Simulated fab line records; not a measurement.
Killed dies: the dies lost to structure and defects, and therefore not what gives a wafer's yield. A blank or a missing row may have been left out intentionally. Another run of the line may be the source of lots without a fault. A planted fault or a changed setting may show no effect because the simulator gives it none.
Chamber matching || flow gf180mcu || GF_V3_CMP_04 on cmp-02 has 4 sister chambers
The step polishes SiO2. 16 wafers are shown with their chamber, then 8 later ones without.

EACH WAFER AND ITS CHAMBER
{"wafer": "L517.2", "chamber": 0, "motor-current-A (A)": 12.8, "time-to-endpoint-s (s)": 84, "retaining-ring-pressure-frac": 1.004}
{"wafer": "L517.4", "chamber": 3, "motor-current-A (A)": 13.1, "time-to-endpoint-s (s)": 82, "retaining-ring-pressure-frac": 1.004}
{"wafer": "L517.6", "chamber": 2, "motor-current-A (A)": 11.7, "time-to-endpoint-s (s)": 73, "retaining-ring-pressure-frac": 1.002}
{"wafer": "L525.2", "chamber": 3, "motor-current-A (A)": 11.5, "time-to-endpoint-s (s)": 79, "retaining-ring-pressure-frac": 0.989}
{"wafer": "L525.4", "chamber": 1, "motor-current-A (A)": 13.9, "time-to-endpoint-s (s)": 76, "retaining-ring-pressure-frac": 1.002}
{"wafer": "L525.5", "chamber": 2, "motor-current-A (A)": 11.8, "time-to-endpoint-s (s)": 75, "retaining-ring-pressure-frac": 1.005}
{"wafer": "L529.2", "chamber": 2, "motor-current-A (A)": 11.2, "time-to-endpoint-s (s)": 67, "retaining-ring-pressure-frac": 0.995}
{"wafer": "L529.3", "chamber": 3, "motor-current-A (A)": 12.5, "time-to-endpoint-s (s)": 78, "retaining-ring-pressure-frac": 1.001}
{"wafer": "L529.5", "chamber": 1, "motor-current-A (A)": 14.2, "time-to-endpoint-s (s)": 80, "retaining-ring-pressure-frac": 0.999}
{"wafer": "L530.2", "chamber": 2, "motor-current-A (A)": 11.9, "time-to-endpoint-s (s)": 72, "retaining-ring-pressure-frac": 1.002}
{"wafer": "L530.3", "chamber": 1, "motor-current-A (A)": 13.2, "time-to-endpoint-s (s)": 67, "retaining-ring-pressure-frac": 0.996}
{"wafer": "L530.6", "chamber": 0, "motor-current-A (A)": 13.8, "time-to-endpoint-s (s)": 81, "retaining-ring-pressure-frac": 1.000}
{"wafer": "L533.2", "chamber": 1, "motor-current-A (A)": 13.7, "time-to-endpoint-s (s)": 83, "retaining-ring-pressure-frac": 1.010}
{"wafer": "L533.3", "chamber": 0, "motor-current-A (A)": 13.6, "time-to-endpoint-s (s)": 78, "retaining-ring-pressure-frac": 0.996}
{"wafer": "L533.6", "chamber": 2, "motor-current-A (A)": 10.7, "time-to-endpoint-s (s)": 77, "retaining-ring-pressure-frac": 1.002}
{"wafer": "L535.3", "chamber": 1, "motor-current-A (A)": 13.9, "time-to-endpoint-s (s)": 69, "retaining-ring-pressure-frac": 0.996}

SIGNATURES, as means of the wafers listed above
{"reading": "motor-current-A", "chamber 0": 13.400, "chamber 1": 13.780, "chamber 2": 11.460, "chamber 3": 12.367, "scatter within a chamber": 0.534}
{"reading": "time-to-endpoint-s", "chamber 0": 81.00, "chamber 1": 75.00, "chamber 2": 72.80, "chamber 3": 79.67, "scatter within a chamber": 4.77}
{"reading": "retaining-ring-pressure-frac", "chamber 0": 1.00000, "chamber 1": 1.00060, "chamber 2": 1.00120, "chamber 3": 0.99800, "scatter within a chamber": 0.00539}
Rule: a wafer's distance from a chamber is the root of the sum, over the readings, of the square of ((its reading less the chamber's mean) divided by the reading's scatter). The wafer belongs to the nearest chamber; if the next one is less than 2 further off, it can't be placed. The scatter: take each reading less its chamber's mean, square it, sum over the shown wafers, divide by the number of wafers less the number of chambers, and take the root.

WAFERS MISSING THEIR CHAMBER
{"wafer": "L535.5", "motor-current-A (A)": 11.5, "time-to-endpoint-s (s)": 70, "retaining-ring-pressure-frac": 0.993}
{"wafer": "L535.6", "motor-current-A (A)": 13.5, "time-to-endpoint-s (s)": 75, "retaining-ring-pressure-frac": 1.000}
{"wafer": "L536.1", "motor-current-A (A)": 11.7, "time-to-endpoint-s (s)": 75, "retaining-ring-pressure-frac": 1.005}
{"wafer": "L536.3", "motor-current-A (A)": 12.6, "time-to-endpoint-s (s)": 69, "retaining-ring-pressure-frac": 1.005}
{"wafer": "L536.6", "motor-current-A (A)": 13.9, "time-to-endpoint-s (s)": 89, "retaining-ring-pressure-frac": 0.994}
{"wafer": "L539.1", "motor-current-A (A)": 12.0, "time-to-endpoint-s (s)": 74, "retaining-ring-pressure-frac": 1.003}
{"wafer": "L539.3", "motor-current-A (A)": 13.0, "time-to-endpoint-s (s)": 91, "retaining-ring-pressure-frac": 0.993}
{"wafer": "L539.6", "motor-current-A (A)": 11.6, "time-to-endpoint-s (s)": 84, "retaining-ring-pressure-frac": 1.000}

CHAMBER TAKEN BY EACH
{"wafer": "L535.5", "from the rows above": "can't be placed: 2 or 3", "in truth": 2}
{"wafer": "L535.6", "from the rows above": "can't be placed: 1 or 0 or 3", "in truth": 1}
{"wafer": "L536.1", "from the rows above": "can't be placed: 2 or 3", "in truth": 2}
{"wafer": "L536.3", "from the rows above": "can't be placed: 2 or 3 or 1 or 0", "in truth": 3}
{"wafer": "L536.6", "from the rows above": "can't be placed: 0 or 1 or 3", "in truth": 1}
{"wafer": "L539.1", "from the rows above": "can't be placed: 2 or 3 or 0", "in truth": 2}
{"wafer": "L539.3", "from the rows above": "can't be placed: 0 or 3 or 1", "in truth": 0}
{"wafer": "L539.6", "from the rows above": "can't be placed: 3 or 2 or 0", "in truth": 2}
Correctly placed: 0 of 8. Unplaceable from these rows: 8, with the true chamber sitting among the candidates in 8. 0 placed wrongly.
